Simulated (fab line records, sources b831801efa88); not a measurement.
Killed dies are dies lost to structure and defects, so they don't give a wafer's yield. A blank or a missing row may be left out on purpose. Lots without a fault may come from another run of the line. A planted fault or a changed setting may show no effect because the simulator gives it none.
fab line records | flow gf180mcu
record lots=5 wafers=15 last_day=33
route steps=602 shown V1@351 M2@362 V2@382
lots that met no fault: from a run of the same line without faults
start_h: hours from the record's first day to the start of the lot's first wafer shown | wait_h: hours since the lot's step before | " the same as in the row above | L1.1+2: a row that stands for several wafers | - no value, or no start given | * or withheld: withheld | < > ~ a bound
route shown NAME@n: a module of which the file shows steps, and the number in the route of the first | usual: mean/standard deviation of fault-free wafers | same: alike in all rows | chamber/n: place in a boat | sites: the reading at each site | _std_site: their standard deviation | _edge_site: outer sites' mean less inner sites' | radius_mm: how far each site lies from the wafer's centre | mask NAME#n: copy n | behind: the tool/chamber that last shaped the wafer | hold: why the lot was held/for how many hours/how that ended | device: the transistor (n, p or np) that didn't switch | end of line: the same wafers' tests at the end of the route | a step without rows: its recipe alone | killed: dies lost to structure and defects at the first sort, not the wafer's yield | map: a wafer's dies, x killed, . not, _ none there
set.NAME: the setting as run; set.NAME@STEP: as run at that earlier step | model.NAME: the simulator's own value behind a step, which no gauge read
lots at some steps of the route; a table a step, a row a wafer
services: from which hour (start_h, from the record's first day; less than 0 if before it) a tool's chamber was out of use, for how many hours, and why
## steps
# step GF_V1_ETCH_16
# recipe chemistry=N2/H2 target_depth_a=withheld overetch_a=withheld time_s=withheld target=BARC ion_energy_ev=200 source_w=500 bias_w=100 pressure_mtorr=30 n2_flow_sccm=100 h2_flow_sccm=200
# usual drypump_motor_current_A=5.7/0.36 oes_product_au=0.855/0.0048 throttle_valve_pct=13.225/0.0088
# columns lot.wafer tool chamber start_h wait_h drypump_motor_current_A oes_product_au throttle_valve_pct
L074.1 rie_diel-03 3 406.01 0.0 5.6 0.855 13.227
L074.2 " 2 " " 5.0 0.858 13.229
L074.3 " 0 " " 5.5 0.854 13.233
L078.2 rie_diel-03 2 447.36 0.0 5.0 0.850 13.230
L078.3 " 1 " " 5.8 0.851 13.224
L078.6 " 0 " " 5.5 0.859 13.222
L082.1 rie_diel-04 1 487.91 0.0 6.1 0.862 13.227
L082.4 " 2 " " 6.1 0.856 13.221
L082.6 " 0 " " 6.2 0.862 13.215
L091.2 rie_diel-03 2 559.79 0.0 5.0 0.855 13.234
L091.3 " 1 " " 5.7 0.860 13.214
L091.6 " 3 " " 5.6 0.855 13.234
L092.2 rie_diel-04 2 564.29 0.0 6.0 0.846 13.212
L092.4 " 0 " " 6.1 0.855 13.232
L092.6 " 1 " " 6.1 0.852 13.232
# step GF_V1_ETCH_17
# recipe chemistry=C4F8/O2/Ar mask_material=KrF target=SiO2 stop_on=TiN source_w=1500 bias_w=1200 pressure_mtorr=40 c4f8_flow_sccm=withheld O2_flow_sccm=6 Ar_flow_sccm=300 time_s=withheld target_depth_a=6300
# usual oes_product_au=0.855/0.0048
# columns lot.wafer tool chamber start_h wait_h oes_product_au
L074.1 rie_diel-03 3 - - 0.860
L074.2 " 2 " " 0.850
L074.3 " 0 " " 0.853
L078.2 rie_diel-03 2 - - 0.859
L078.3 " 1 " " 0.857
L078.6 " 0 " " 0.851
L082.1 rie_diel-04 1 - - 0.861
L082.4 " 2 " " 0.855
L082.6 " 0 " " 0.855
L091.2 rie_diel-03 2 - - 0.854
L091.3 " 1 " " 0.839
L091.6 " 3 " " 0.866
L092.2 rie_diel-04 2 - - 0.863
L092.4 " 0 " " 0.854
L092.6 " 1 " " 0.851
# step GF_V1_STRIP_18
# recipe chemistry=O2/N2 power_w=1400 pressure_mtorr=1500 platen_temp_c=250 o2_flow_sccm=3000 n2_flow_sccm=300 overash_fraction=0.5
# usual drypump_motor_current_A=5.38/0.22 heater_power_w=311/18 oes_product_au=0.593/0.0048
# columns lot.wafer tool chamber start_h wait_h drypump_motor_current_A heater_power_w oes_product_au rf_hours_counter_h
L074.1 plasma_asher-03 0 406.14 - 5.25 337 0.601 61
L074.2 " 1 " " 5.10 313 0.598 61
L074.3 " 0 " " 5.23 333 0.596 -
L078.2 plasma_asher-04 1 447.49 - 5.28 296 0.592 2
L078.3 " 1 " " 5.28 296 0.595 -
L078.6 " 1 " " 5.29 289 0.592 -
L082.1 plasma_asher-04 1 488.04 - 5.27 289 0.594 6
L082.4 " 1 " " 5.28 292 0.586 -
L082.6 " 0 " " 5.68 318 0.602 -
L091.2 plasma_asher-03 1 559.92 - 5.13 305 0.587 79
L091.3 " 1 " " 5.13 320 0.590 -
L091.6 " 0 " " 5.24 333 0.598 -
L092.2 plasma_asher-04 0 564.42 - 5.69 313 0.592 17
L092.4 " 1 " " 5.27 302 0.597 -
L092.6 " 0 " " 5.68 312 0.592 -
# step GF_V1_STRIP_19
# recipe chemistry=post_etch_residue_remover time_s=1200 temp_c=72.5
# columns lot.wafer tool chamber start_h wait_h
L074.1+2+3 wet_bench-02 0 406.24 0.1
L078.2+3+6 wet_bench-01 3 447.59 0.1
L082.1+4+6 wet_bench-02 2 488.14 0.1
L091.2+3+6 wet_bench-02 3 560.02 0.1
L092.2+4+6 wet_bench-04 0 564.52 0.1
# step GF_V1_CLEAN_20
# recipe chemistry=DIW dry=n2_spin
# columns lot.wafer tool chamber start_h wait_h
L074.1+2+3 wet_bench-02 2 406.61 0.0
L078.2+3+6 wet_bench-04 0 448.03 0.0
L082.1+4+6 wet_bench-04 1 488.54 0.0
L091.2+3+6 wet_bench-01 2 560.36 0.0
L092.2+4+6 wet_bench-02 0 564.89 0.0
# step GF_V1_SPUTTER_21
# recipe material=Ti target_thk_nm=15 chamber_pressure_pa=5 power_w=2500 substrate_temp_c=200 time_s=83.33
# usual throttle_valve_pct=29.9/0.97
# columns lot.wafer tool chamber start_h wait_h throttle_valve_pct
L074.1 pvd_sputter-02 - 406.71 0.0 29.4
L074.2 " - " " 30.1
L074.3 " - " " 30.9
L078.2 pvd_sputter-04 - 448.13 0.0 31.5
L078.3 " - " " 30.5
L078.6 " - " " 27.9
L082.1 pvd_sputter-04 - 488.64 0.0 28.0
L082.4 " - " " 31.3
L082.6 " - " " 31.1
L091.2 pvd_sputter-02 - 560.54 0.0 30.4
L091.3 " - " " 30.6
L091.6 " - " " 30.2
L092.2 pvd_sputter-02 - 564.98 0.0 30.4
L092.4 " - " " 30.1
L092.6 " - " " 30.7
# step GF_V1_SPUTTER_22
# recipe material=TiN target_thk_nm=10 chamber_pressure_pa=5 power_w=4000 time_s=40
# usual throttle_valve_pct=29.8/0.98
# columns lot.wafer tool chamber start_h wait_h throttle_valve_pct
L074.1 pvd_sputter-02 - 406.77 0.0 29.1
L074.2 " - " " 30.2
L074.3 " - " " 30.5
L078.2 pvd_sputter-04 - 448.19 0.0 31.3
L078.3 " - " " 30.5
L078.6 " - " " 27.8
L082.1 pvd_sputter-04 - 488.70 0.0 28.0
L082.4 " - " " 31.2
L082.6 " - " " 31.1
L091.2 pvd_sputter-02 - 560.61 0.0 30.2
L091.3 " - " " 30.5
L091.6 " - " " 30.1
L092.2 pvd_sputter-02 - 565.05 0.0 30.9
L092.4 " - " " 30.3
L092.6 " - " " 30.8
# step GF_V1_CVD_23
# recipe material=W target_thk_nm=350 time_s=105.05 temp_c=400 pressure_torr=40
# usual heater_power_w=891/66 susceptor_temp_C=400.04/0.21
# columns lot.wafer tool chamber start_h wait_h heater_power_w susceptor_temp_C
L074.1 cvd_w-02 1 406.81 0.0 819 400.15
L074.2 " 0 " " 949 399.91
L074.3 " 0 " " 926 399.71
L078.2 cvd_w-02 1 448.23 0.0 840 399.81
L078.3 " 0 " " 934 400.08
L078.6 " 0 " " 935 399.74
L082.1 cvd_w-02 1 488.74 0.0 821 399.90
L082.4 " 0 " " 932 399.93
L082.6 " 1 " " 828 400.06
L091.2 cvd_w-01 0 560.64 0.0 1001 399.89
L091.3 " 0 " " 947 399.73
L091.6 " 1 " " 795 399.96
L092.2 cvd_w-02 1 565.12 0.1 835 400.53
L092.4 " 1 " " 848 400.27
L092.6 " 1 " " 844 400.15
# step GF_V1_RS_MEAS_24
# recipe thk_meas_gauge=four-point-probe reads=W_of_V1_CVD_23+TiN_of_V1_SPUTTER_22+Ti_of_V1_SPUTTER_21
# usual V1_W_RS=0.324/0.0074
# columns lot.wafer tool chamber start_h wait_h V1_W_RS[ohm/sq]
L074.1 film_metro-01 - 406.92 0.1 0.315
L074.2 " - " " 0.320
L074.3 " - " " 0.321
L078.2 film_metro-01 - 448.36 0.1 0.319
L078.3 " - " " 0.324
L078.6 " - " " 0.324
L082.1 film_metro-02 - 488.86 0.1 0.308
L082.4 " - " " 0.317
L082.6 " - " " 0.308
L091.2 film_metro-01 - 560.78 0.1 0.334
L091.3 " - " " 0.331
L091.6 " - " " 0.336
L092.2 film_metro-02 - 565.33 0.2 0.320
L092.4 " - " " 0.319
L092.6 " - " " 0.319
# step GF_V1_THK_MEAS_25
# recipe thk_meas_gauge=xrf reads=W_of_V1_CVD_23
# usual V1_W_THK=361/8.7
# columns lot.wafer tool chamber start_h wait_h V1_W_THK[nm]
L074.1 film_metro-01 - 407.04 0.1 376
L074.2 " - " " 368
L074.3 " - " " 368
L078.2 film_metro-01 - 448.47 0.1 368
L078.3 " - " " 363
L078.6 " - " " 361
L082.1 film_metro-02 - 488.98 0.1 381
L082.4 " - " " 371
L082.6 " - " " 383
L091.2 film_metro-01 - 560.89 0.1 354
L091.3 " - " " 358
L091.6 " - " " 354
L092.2 film_metro-02 - 565.44 0.1 363
L092.4 " - " " 365
L092.6 " - " " 363
# step GF_V1_CMP_26
# recipe stop_on=SiO2 down_force_psi=3.5 platen_rpm=60 t_overpolish_s=15 target_thk_nm=0 pad_velocity_m_s=0.94248
# usual motor_current_A=11.4/0.61 overpolish_run_s=15.001/0.0097 slurry_filter_dp_kPa=13.53/0.14 time_to_endpoint_s=84/4.3
# columns lot.wafer tool chamber start_h wait_h motor_current_A overpolish_run_s slurry_filter_dp_kPa time_to_endpoint_s
L074.3 cmp-02 1 407.10 0.0 10.9 14.999 13.51 86
L074.2 " 2 " " 12.1 14.998 13.46 79
L074.1 " 0 " " 11.4 14.981 13.69 94
L078.2 cmp-02 0 448.57 0.1 11.9 15.006 13.59 88
L078.3 " 2 " " 11.8 14.996 13.74 79
L078.6 " 3 " " 11.4 15.007 13.73 85
L082.4 cmp-01 3 489.04 0.0 11.9 14.993 13.75 81
L082.1 " 0 " " 11.5 15.001 13.27 86
L082.6 " 0 " " 12.1 14.988 13.69 86
L091.2 cmp-01 1 560.94 0.0 10.7 14.994 13.45 81
L091.3 " 3 " " 12.1 14.998 13.61 81
L091.6 " 2 " " 10.6 14.989 13.58 84
L092.4 cmp-02 0 565.49 0.0 12.4 14.997 13.44 92
L092.2 " 2 " " 12.1 14.995 13.37 80
L092.6 " 1 " " 11.3 15.000 13.58 88
# step GF_M2_SPUTTER_00
# recipe material=Ti target_thk_nm=37.5 arriving_ion_energy_ev=80 substrate_temp_c=200 chamber_pressure_pa=2 power_w=4000 time_s=150
# usual throttle_valve_pct=30.2/0.78
# columns lot.wafer tool chamber start_h wait_h throttle_valve_pct
L074.1 pvd_sputter-01 - 407.40 0.1 30.2
L074.2 " - " " 30.1
L074.3 " - " " 29.4
L078.2 pvd_sputter-02 - 448.82 0.2 30.6
L078.3 " - " " 29.8
L078.6 " - " " 30.2
L082.1 pvd_sputter-02 - 489.34 0.2 30.0
L082.4 " - " " 29.4
L082.6 " - " " 30.5
L091.2 pvd_sputter-04 - 561.24 0.2 31.3
L091.3 " - " " 30.3
L091.6 " - " " 30.3
L092.2 pvd_sputter-01 - 565.79 0.1 29.6
L092.4 " - " " 30.6
L092.6 " - " " 29.7
# step GF_M2_SPUTTER_01
# recipe material=TiN target_thk_nm=30 power_w=6500 time_s=25 chamber_pressure_pa=0.4
# usual throttle_valve_pct=30.2/0.78
# columns lot.wafer tool chamber start_h wait_h throttle_valve_pct
L074.1 pvd_sputter-01 - 407.50 0.1 30.1
L074.2 " - " " 30.2
L074.3 " - " " 29.6
L078.2 pvd_sputter-02 - 448.92 0.1 30.4
L078.3 " - " " 30.2
L078.6 " - " " 30.1
L082.1 pvd_sputter-02 - 489.44 0.1 29.7
L082.4 " - " " 29.4
L082.6 " - " " 30.5
L091.2 pvd_sputter-04 - 561.34 0.1 31.1
L091.3 " - " " 30.5
L091.6 " - " " 30.6
L092.2 pvd_sputter-01 - 565.89 0.1 29.6
L092.4 " - " " 30.3
L092.6 " - " " 29.5
# step GF_M2_SPUTTER_02
# recipe material=AlCu target_thk_nm=450 power_w=10600 time_s=23.9 chamber_pressure_pa=0.4
# usual throttle_valve_pct=30.2/0.81
# columns lot.wafer tool chamber start_h wait_h throttle_valve_pct
L074.1 pvd_sputter-01 - 407.53 0.0 30.5
L074.2 " - " " 30.2
L074.3 " - " " 29.9
L078.2 pvd_sputter-02 - 448.95 0.0 30.7
L078.3 " - " " 30.1
L078.6 " - " " 29.7
L082.1 pvd_sputter-02 - 489.47 0.0 30.0
L082.4 " - " " 29.2
L082.6 " - " " 30.6
L091.2 pvd_sputter-04 - 561.37 0.0 31.3
L091.3 " - " " 30.5
L091.6 " - " " 30.5
L092.2 pvd_sputter-01 - 565.92 0.0 29.7
L092.4 " - " " 30.8
L092.6 " - " " 29.5
# step GF_M2_SPUTTER_03
# recipe material=Ti target_thk_nm=10 substrate_temp_c=300 chamber_pressure_pa=0.3 power_w=3000 time_s=6.886
# usual throttle_valve_pct=30.2/0.8
# columns lot.wafer tool chamber start_h wait_h throttle_valve_pct
L074.1 pvd_sputter-01 - 407.56 0.0 30.4
L074.2 " - " " 29.7
L074.3 " - " " 29.8
L078.2 pvd_sputter-02 - 448.98 0.0 30.4
L078.3 " - " " 29.9
L078.6 " - " " 29.9
L082.1 pvd_sputter-02 - 489.50 0.0 30.2
L082.4 " - " " 29.2
L082.6 " - " " 30.6
L091.2 pvd_sputter-04 - 561.40 0.0 31.4
L091.3 " - " " 30.6
L091.6 " - " " 30.6
L092.2 pvd_sputter-01 - 565.95 0.0 29.8
L092.4 " - " " 30.6
L092.6 " - " " 29.7
# step GF_M2_SPUTTER_04
# recipe material=TiN target_thk_nm=50 power_w=6500 time_s=41.7 chamber_pressure_pa=0.4
# usual throttle_valve_pct=30.2/0.8
# columns lot.wafer tool chamber start_h wait_h throttle_valve_pct
L074.1 pvd_sputter-01 - 407.58 0.0 30.4
L074.2 " - " " 30.1
L074.3 " - " " 29.5
L078.2 pvd_sputter-02 - 449.00 0.0 30.8
L078.3 " - " " 30.4
L078.6 " - " " 29.9
L082.1 pvd_sputter-02 - 489.52 0.0 30.0
L082.4 " - " " 29.5
L082.6 " - " " 30.5
L091.2 pvd_sputter-04 - 561.42 0.0 31.4
L091.3 " - " " 30.4
L091.6 " - " " 30.4
L092.2 pvd_sputter-01 - 565.97 0.0 29.6
L092.4 " - " " 30.4
L092.6 " - " " 29.7
# step GF_M2_RS_MEAS_05
# recipe thk_meas_gauge=four-point-probe reads=TiN_of_M2_SPUTTER_04+Ti_of_M2_SPUTTER_03+AlCu_of_M2_SPUTTER_02+TiN_of_M2_SPUTTER_01+Ti_of_M2_SPUTTER_00
# usual M2_ALCU_RS=0.0699/0.00074
# columns lot.wafer tool chamber start_h wait_h M2_ALCU_RS[ohm/sq]
L074.1 film_metro-04 - 407.62 0.0 0.0701
L074.2 " - " " 0.0712
L074.3 " - " " 0.0701
L078.2 film_metro-03 - 449.06 0.0 0.0702
L078.3 " - " " 0.0692
L078.6 " - " " 0.0697
L082.1 film_metro-03 - 489.56 0.0 0.0707
L082.4 " - " " 0.0707
L082.6 " - " " 0.0718
L091.2 film_metro-04 - 561.48 0.0 0.0707
L091.3 " - " " 0.0713
L091.6 " - " " 0.0714
L092.2 film_metro-03 - 566.03 0.0 0.0691
L092.4 " - " " 0.0690
L092.6 " - " " 0.0695
# step GF_M2_THK_MEAS_06
# recipe thk_meas_gauge=xrf reads=AlCu_of_M2_SPUTTER_02
# usual M2_ALCU_THK=451/5
# columns lot.wafer tool chamber start_h wait_h M2_ALCU_THK[nm]
L074.1 film_metro-04 - 407.74 0.1 451
L074.2 " - " " 444
L074.3 " - " " 450
L078.2 film_metro-03 - 449.17 0.1 449
L078.3 " - " " 457
L078.6 " - " " 452
L082.1 film_metro-03 - 489.68 0.1 449
L082.4 " - " " 448
L082.6 " - " " 441
L091.2 film_metro-04 - 561.59 0.1 447
L091.3 " - " " 441
L091.6 " - " " 437
L092.2 film_metro-03 - 566.14 0.1 460
L092.4 " - " " 460
L092.6 " - " " 456
# step GF_M2_DEHYDRATE_07
# recipe temp_c=200 time_s=60
# usual heater_power_total_W=160.36/0.13
# columns lot.wafer tool chamber start_h wait_h heater_power_total_W
L074.1 litho_track-01 0 418.60 10.8 160.46
L074.2 " 0 " " 160.34
L074.3 " 0 " " 160.58
L078.2 litho_track-02 0 460.63 11.5 160.19
L078.3 " 0 " " 160.16
L078.6 " 0 " " 160.40
L082.1 litho_track-01 0 500.95 11.3 160.56
L082.4 " 0 " " 160.44
L082.6 " 0 " " 160.27
L091.2 litho_track-02 0 571.73 10.1 160.50
L091.3 " 0 " " 160.30
L091.6 " 0 " " 160.23
L092.2 litho_track-01 0 576.83 10.7 160.26
L092.4 " 0 " " 160.62
L092.6 " 0 " " 160.36
# step GF_M2_HMDS_08
# recipe prime_time_s=60 prime_temp_c=120
# same prime_time_s=60
# columns lot.wafer tool chamber start_h wait_h
L074.1+2+3 litho_track-01 0 418.75 0.1
L078.2+3+6 litho_track-02 0 460.78 0.1
L082.1+4+6 litho_track-01 0 501.10 0.1
L091.2+3+6 litho_track-02 0 571.88 0.1
L092.2+4+6 litho_track-01 0 576.98 0.1
# step GF_M2_COAT_09
# recipe resist=KrF spin_rpm=withheld resist_thk_nm=1000
# columns lot.wafer tool chamber start_h wait_h
L074.1+2+3 litho_track-01 0 418.90 0.1
L078.2+3+6 litho_track-02 0 460.93 0.1
L082.1+4+6 litho_track-01 0 501.25 0.1
L091.2+3+6 litho_track-02 0 572.03 0.1
L092.2+4+6 litho_track-01 0 577.13 0.1
# step GF_M2_SOFTBAKE_10
# recipe temp_c=130 time_s=60 resist=KrF
# usual heater_power_total_W=93.06/0.058
# columns lot.wafer tool chamber start_h wait_h heater_power_total_W
L074.1 litho_track-01 0 419.05 0.1 93.11
L074.2 " 0 " " 93.06
L074.3 " 0 " " 93.15
L078.2 litho_track-02 0 461.08 0.1 92.91
L078.3 " 0 " " 93.05
L078.6 " 0 " " 93.07
L082.1 litho_track-01 0 501.40 0.1 93.07
L082.4 " 0 " " 93.15
L082.6 " 0 " " 93.03
L091.2 litho_track-02 0 572.18 0.1 93.08
L091.3 " 0 " " 93.03
L091.6 " 0 " " 93.08
L092.2 litho_track-01 0 577.28 0.1 93.10
L092.4 " 0 " " 93.07
L092.6 " 0 " " 93.05
# step GF_M2_EXPOSE_11
# recipe mask_id=Metal2 target_cd_nm=280 na=0.68 source_shape=conventional sigma_outer=0.6 dose_mj=28
# usual exposure_dose_mJ_cm2=28.01/0.03
# same sigma_outer=0.6
# columns lot.wafer tool chamber start_h wait_h mask exposure_dose_mJ_cm2
L074.1 krf_scanner-01 0 - - Metal2#0 28.03
L074.2 " 0 " " Metal2#0 28.02
L074.3 " 0 " " Metal2#0 28.02
L078.2 krf_scanner-02 0 - - Metal2#0 27.98
L078.3 " 0 " " Metal2#0 28.01
L078.6 " 0 " " Metal2#0 28.01
L082.1 krf_scanner-01 0 - - Metal2#0 27.96
L082.4 " 0 " " Metal2#0 28.01
L082.6 " 0 " " Metal2#0 28.02
L091.2 krf_scanner-02 0 - - Metal2#0 28.00
L091.3 " 0 " " Metal2#0 28.05
L091.6 " 0 " " Metal2#0 28.04
L092.2 krf_scanner-01 0 - - Metal2#0 28.07
L092.4 " 0 " " Metal2#0 28.01
L092.6 " 0 " " Metal2#0 28.00
# step GF_M2_PEB_12
# recipe peb_temp_c=135 peb_time_s=90 resist=KrF
# usual heater_power_total_W=85.69/0.081
# same peb_time_s=90
# columns lot.wafer tool chamber start_h wait_h heater_power_total_W
L074.1 litho_track-01 0 - - 85.69
L074.2 " 0 " " 85.82
L074.3 " 0 " " 85.69
L078.2 litho_track-01 0 - - 85.60
L078.3 " 0 " " 85.68
L078.6 " 0 " " 85.76
L082.1 litho_track-02 0 - - 85.70
L082.4 " 0 " " 85.84
L082.6 " 0 " " 85.67
L091.2 litho_track-01 0 - - 85.59
L091.3 " 0 " " 85.54
L091.6 " 0 " " 85.75
L092.2 litho_track-02 0 - - 85.74
L092.4 " 0 " " 85.78
L092.6 " 0 " " 85.75
# step GF_M2_DEVELOP_13
# recipe develop_time_s=60 dev_temp_c=21
# columns lot.wafer tool chamber start_h wait_h
L074.1+2+3 litho_track-01 0 431.35 0.2
L078.2+3+6 litho_track-01 0 472.73 0.2
L082.1+4+6 litho_track-02 0 512.56 0.2
L091.2+3+6 litho_track-01 0 582.68 0.2
L092.2+4+6 litho_track-02 0 587.38 0.2
# step GF_M2_CD_MEAS_14
# recipe target_cd_nm=280
# usual cd_nm=280.3/1.1
# columns lot.wafer tool chamber start_h wait_h cd_nm
L074.1 cd_sem-02 - 431.50 0.1 282.0
L074.2 " - " " 281.7
L074.3 " - " " 281.8
L078.2 cd_sem-02 - 472.87 0.1 280.3
L078.3 " - " " 278.1
L078.6 " - " " 280.4
L082.1 cd_sem-01 - 512.71 0.1 278.8
L082.4 " - " " 280.7
L082.6 " - " " 280.8
L091.2 cd_sem-01 - 582.82 0.1 279.8
L091.3 " - " " 280.1
L091.6 " - " " 280.7
L092.2 cd_sem-01 - 587.53 0.1 280.6
L092.4 " - " " 280.1
L092.6 " - " " 279.7
# step GF_M2_OVL_MEAS_15
# usual M2_OVL=0/5.1
# columns lot.wafer tool chamber start_h wait_h M2_OVL[nm]
L074.1 overlay-02 - 431.62 0.1 -4
L074.2 " - " " 9
L074.3 " - " " -4
L078.2 overlay-01 - 472.98 0.1 -1
L078.3 " - " " 1
L078.6 " - " " -3
L082.1 overlay-02 - 512.83 0.1 1
L082.4 " - " " -2
L082.6 " - " " 0
L091.2 overlay-01 - 582.93 0.1 5
L091.3 " - " " 1
L091.6 " - " " 3
L092.2 overlay-02 - 587.63 0.1 -5
L092.4 " - " " -2
L092.6 " - " " -8
# step GF_M2_METAL_ETCH_16
# recipe chemistry=Cl2/BCl3 mask_material=KrF target_depth_nm=750.8 stop_on=SiO2 pressure_mtorr=8 icp_w=800 bias_w=140 Cl2_flow_sccm=80 bcl3_flow_sccm=40 time_s=125.1
# usual drypump_motor_current_A=6.08/0.3 oes_product_au=0.990/0.0061 throttle_valve_pct=28.230/0.01
# columns lot.wafer tool chamber start_h wait_h drypump_motor_current_A oes_product_au rf_hours_counter_h throttle_valve_pct
L074.1 rie_metal-01 0 431.66 0.0 5.89 0.985 0 28.244
L074.2 " 1 " " 5.98 1.000 3 28.226
L074.3 " 0 " " 5.89 0.978 - 28.249
L078.2 rie_metal-02 1 473.01 0.0 6.63 0.994 9 28.229
L078.3 " 0 " " 6.16 0.981 - 28.230
L078.6 " 0 " " 6.17 0.994 - 28.252
L082.1 rie_metal-01 0 512.86 0.0 5.90 0.992 2 28.245
L082.4 " 0 " " 5.91 0.987 - 28.227
L082.6 " 0 " " 5.93 0.981 - 28.228
L091.2 rie_metal-04 0 582.96 0.0 5.86 0.987 4 28.221
L091.3 " 1 " " 5.72 0.993 - 28.235
L091.6 " 0 " " 5.86 0.987 - 28.225
L092.2 rie_metal-04 1 587.66 0.0 5.72 0.988 6 28.227
L092.4 " 0 " " 5.84 0.982 - 28.233
L092.6 " 1 " " 5.71 0.980 - 28.243
# step GF_M2_STRIP_17
# recipe chemistry=O2/N2 power_w=1400 pressure_mtorr=1500 platen_temp_c=250 o2_flow_sccm=3000 n2_flow_sccm=300 overash_fraction=0.5
# usual drypump_motor_current_A=5.7/0.33 heater_power_w=338/28 oes_product_au=0.537/0.0053 strip_time_to_endpoint_s=7.37/0.063
# columns lot.wafer tool chamber start_h wait_h drypump_motor_current_A heater_power_w oes_product_au rf_hours_counter_h strip_time_to_endpoint_s
L074.1 plasma_asher-01 0 431.79 0.1 5.6 301 0.540 78 7.45
L074.2 " 1 " " 5.5 378 0.525 78 7.30
L074.3 " 0 " " 5.6 286 0.545 - 7.43
L078.2 plasma_asher-02 0 473.14 0.1 5.9 336 0.532 36 7.32
L078.3 " 1 " " 6.1 362 0.539 - 7.39
L078.6 " 0 " " 5.9 326 0.542 - 7.40
L082.1 plasma_asher-02 1 512.99 0.1 6.0 360 0.531 41 7.42
L082.4 " 0 " " 5.9 334 0.542 - 7.39
L082.6 " 1 " " 6.0 367 0.543 - 7.41
L091.2 plasma_asher-01 1 583.09 0.1 5.5 374 0.547 87 7.41
L091.3 " 0 " " 5.6 300 0.531 - 7.40
L091.6 " 1 " " 5.5 370 0.535 - 7.39
L092.2 plasma_asher-02 1 587.79 0.1 6.0 366 0.531 50 7.45
L092.4 " 0 " " 5.9 324 0.543 - 7.44
L092.6 " 0 " " 5.9 315 0.535 - 7.46
# step GF_M2_STRIP_18
# recipe chemistry=post_etch_residue_remover time_s=1200 temp_c=72.5
# columns lot.wafer tool chamber start_h wait_h
L074.1+2+3 wet_bench-04 2 431.89 0.1
L078.2+3+6 wet_bench-01 0 473.24 0.1
L082.1+4+6 wet_bench-01 3 513.09 0.1
L091.2+3+6 wet_bench-01 2 583.19 0.1
L092.2+4+6 wet_bench-03 2 587.89 0.1
# step GF_M2_CLEAN_19
# recipe chemistry=DIW dry=n2_spin
# columns lot.wafer tool chamber start_h wait_h
L074.1+2+3 wet_bench-03 3 432.26 0.0
L078.2+3+6 wet_bench-03 0 473.58 0.0
L082.1+4+6 wet_bench-03 2 513.43 0.0
L091.2+3+6 wet_bench-04 1 583.87 0.0
L092.2+4+6 wet_bench-01 3 588.30 0.0
# step GF_V2_CVD_00
# recipe material=SiO2 target_thk_nm=600 sigma_open_frac=0.3 temp_c=400 time_s=100 sih4_flow_sccm=60 pressure_mtorr=6
# usual sih4_flow_sccm=59.98/0.19 susceptor_temp_C=399.99/0.23
# columns lot.wafer tool chamber start_h wait_h sih4_flow_sccm susceptor_temp_C
L074.1 hdpcvd-02 1 432.35 0.0 59.88 399.90
L074.2 " 2 " " 59.72 399.80
L074.3 " 1 " " 59.91 400.19
L078.2 hdpcvd-02 0 473.68 0.0 59.98 400.11
L078.3 " 2 " " 59.95 399.85
L078.6 " 1 " " 59.81 400.02
L082.1 hdpcvd-02 1 513.54 0.0 60.12 399.73
L082.4 " 0 " " 59.91 400.39
L082.6 " 2 " " 59.93 400.02
L091.2 hdpcvd-02 0 583.96 0.0 59.92 399.74
L091.3 " 1 " " 59.67 400.20
L091.6 " 2 " " 59.65 400.11
L092.2 hdpcvd-01 2 588.48 0.0 60.01 399.89
L092.4 " 2 " " 60.31 399.69
L092.6 " 0 " " 59.87 399.98
# step GF_V2_THK_MEAS_01
# recipe reads=SiO2_of_V2_CVD_00
# usual V2_CVD_00_THK=599/5.7
# columns lot.wafer tool chamber start_h wait_h V2_CVD_00_THK[nm]
L074.1 film_metro-02 - 432.46 0.1 595
L074.2 " - " " 595
L074.3 " - " " 587
L078.2 film_metro-01 - 473.76 0.0 596
L078.3 " - " " 600
L078.6 " - " " 597
L082.1 film_metro-03 - 513.62 0.0 589
L082.4 " - " " 599
L082.6 " - " " 594
L091.2 film_metro-01 - 584.04 0.0 595
L091.3 " - " " 593
L091.6 " - " " 588
L092.2 film_metro-03 - 588.56 0.0 604
L092.4 " - " " 602
L092.6 " - " " 609
# step GF_V2_CVD_02
# recipe material=SiO2 target_thk_nm=850 precursor=TEOS temp_c=400 time_s=94.851 rf_w=600
# usual heater_power_w=660/140 susceptor_temp_C=400.02/0.23
# columns lot.wafer tool chamber start_h wait_h heater_power_w susceptor_temp_C
L074.1 pecvd-04 2 432.52 0.1 617 400.16
L074.2 " 0 " " 443 400.16
L074.3 " 1 " " 843 400.04
L078.2 pecvd-03 0 473.81 0.0 695 399.74
L078.3 " 2 " " 745 399.61
L078.6 " 2 " " 617 400.06
L082.1 pecvd-04 0 513.68 0.1 500 400.15
L082.4 " 1 " " 898 399.85
L082.6 " 2 " " 549 399.99
L091.2 pecvd-02 2 584.09 0.0 531 400.11
L091.3 " 0 " " 571 399.85
L091.6 " 1 " " 656 400.26
L092.2 pecvd-03 0 588.61 0.0 710 399.91
L092.4 " 1 " " 886 399.87
L092.6 " 0 " " 556 399.79
# step GF_V2_THK_MEAS_03
# recipe reads=SiO2_of_V2_CVD_02
# usual V2_CVD_02_THK=848/10
# columns lot.wafer tool chamber start_h wait_h V2_CVD_02_THK[nm]
L074.1 film_metro-03 - 432.59 0.0 834
L074.2 " - " " 841
L074.3 " - " " 843
L078.2 film_metro-03 - 473.89 0.0 836
L078.3 " - " " 835
L078.6 " - " " 848
L082.1 film_metro-01 - 513.74 0.0 854
L082.4 " - " " 866
L082.6 " - " " 857
L091.2 film_metro-03 - 584.17 0.0 839
L091.3 " - " " 837
L091.6 " - " " 857
L092.2 film_metro-02 - 588.69 0.0 852
L092.4 " - " " 854
L092.6 " - " " 861
## services
# columns tool chamber start_h hours kind
cvd_w-02 - 390.00 14.0 pm
pvd_sputter-01 - 391.17 5.6 repair
rie_diel-04 2 402.48 4.3 repair
rie_diel-03 1 405.60 11.7 repair
krf_scanner-01 - 415.72 1.3 pm
rie_diel-04 1 415.98 6.0 repair
pvd_sputter-01 - 416.75 0.9 repair
plasma_asher-04 - 421.31 9.0 pm
hdpcvd-02 0 430.78 10.1 repair
cmp-02 - 435.17 3.4 pm
plasma_asher-02 - 435.81 10.1 repair
rie_diel-04 - 457.64 2.8 pm
rie_diel-04 3 476.18 21.6 repair
hdpcvd-02 - 484.21 2.8 pm
hdpcvd-02 1 488.00 5.3 repair
rie_diel-03 3 512.57 17.7 repair
pvd_sputter-01 - 513.31 0.9 repair
pvd_sputter-02 - 533.84 2.0 repair
hdpcvd-02 - 533.88 0.4 repair
wet_bench-03 - 537.30 1.9 pm
rie_diel-03 - 542.56 1.7 repair
rie_diel-03 0 547.17 29.9 repair
pvd_sputter-02 - 554.75 0.6 repair
cvd_w-02 0 558.87 12.7 repair
## key
fault none
